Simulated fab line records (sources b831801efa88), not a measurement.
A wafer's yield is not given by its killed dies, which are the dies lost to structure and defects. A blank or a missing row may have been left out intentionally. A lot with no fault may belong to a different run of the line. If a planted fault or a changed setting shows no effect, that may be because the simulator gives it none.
The tool behind it: which one? + flow sky130 + 32 wafers from 11 lots sampled at 3 of the route's 708 steps

## WHAT THE GAUGES READ, wafer by wafer
SKY_METAL2_RS_MEAS_05: a four-point-probe measurement.
| lot  | measured     | on            | METAL2_ALCU_RS (ohm/sq) |
|------|--------------|---------------|-------------------------|
| L324 | day 33 22:53 | film metro-02 | 0.1247 0.1249 0.1241    |
| L326 | day 34 12:46 | film metro-04 | 0.1276 0.1270 0.1280    |
| L328 | day 35 04:52 | film metro-04 | 0.1263 0.1270 0.1280    |
| L330 | day 36 04:15 | film metro-03 | 0.1278 0.1291 0.1284    |
| L331 | day 36 09:53 | film metro-03 | 0.1265 0.1250 0.1246    |
| L333 | day 37 02:18 | film metro-02 | 0.1253 0.1269 0.1256    |
| L334 | day 37 05:07 | film metro-03 | 0.1268 0.1268 0.1264    |
| L343 | day 39 21:06 | film metro-02 | 0.1266 0.1267           |
| L345 | day 40 15:38 | film metro-03 | 0.1261 0.1255 0.1255    |
| L346 | day 40 21:49 | film metro-03 | 0.1274 0.1266 0.1270    |
| L347 | day 41 00:05 | film metro-02 | 0.1258 0.1265 0.1269    |

## TOOL THAT RAN EACH LOT (tool first, then ch and the chambers of the sampled wafers, then the start)
| lot  | SKY_METAL1_STRIP_20                  | SKY_METAL2_SPUTTER_00        |
|------|--------------------------------------|------------------------------|
| L324 | plasma asher-03 ch 0,1, day 32 16:37 | pvd sputter-01, day 33 22:41 |
| L326 | plasma asher-03 ch 0,1, day 33 07:58 | pvd sputter-02, day 34 12:37 |
| L328 | plasma asher-03 ch 0,1, day 33 22:35 | pvd sputter-01, day 35 04:42 |
| L330 | plasma asher-04 ch 0,1, day 34 22:34 | pvd sputter-01, day 36 04:07 |
| L331 | plasma asher-03 ch 0,1, day 35 04:25 | pvd sputter-02, day 36 09:44 |
| L333 | plasma asher-04 ch 0,1, day 35 21:46 | pvd sputter-03, day 37 02:10 |
| L334 | plasma asher-04 ch 0,1, day 36 00:23 | pvd sputter-01, day 37 04:57 |
| L343 | plasma asher-04 ch 0,1, day 38 17:39 | pvd sputter-03, day 39 20:54 |
| L345 | plasma asher-04 ch 0,1, day 39 12:05 | pvd sputter-02, day 40 15:26 |
| L346 | plasma asher-04 ch 0,1, day 39 19:16 | pvd sputter-02, day 40 21:40 |
| L347 | plasma asher-03 ch 0,1, day 39 21:50 | pvd sputter-03, day 40 23:56 |
- SKY_METAL1_STRIP_20: strips in O2/N2.
- SKY_METAL2_SPUTTER_00: material Ti, target thk 15 nm, time 10 s.

## THE ANSWER, worked out from the rows above alone
Rule: usual is defined by the lots themselves. Put in order of their means at a reading, lots are off if they are a third of the lots or fewer, leave a main group of 4 or more, and stand apart from it by a gap of 3 or more times the standard deviation of the main group's means; of several such gaps the widest counts. Not used: any main group whose means are identical at the precision the tables above print for the reading. A lot without any number at a reading at which 4 lots or more have one is off too. Where the step has rows for the other lots, those lots are counted as sound.
Nothing can be told from this: no lot is off at any reading shown.

## WHAT WAS PUT IN BY THE SIMULATOR
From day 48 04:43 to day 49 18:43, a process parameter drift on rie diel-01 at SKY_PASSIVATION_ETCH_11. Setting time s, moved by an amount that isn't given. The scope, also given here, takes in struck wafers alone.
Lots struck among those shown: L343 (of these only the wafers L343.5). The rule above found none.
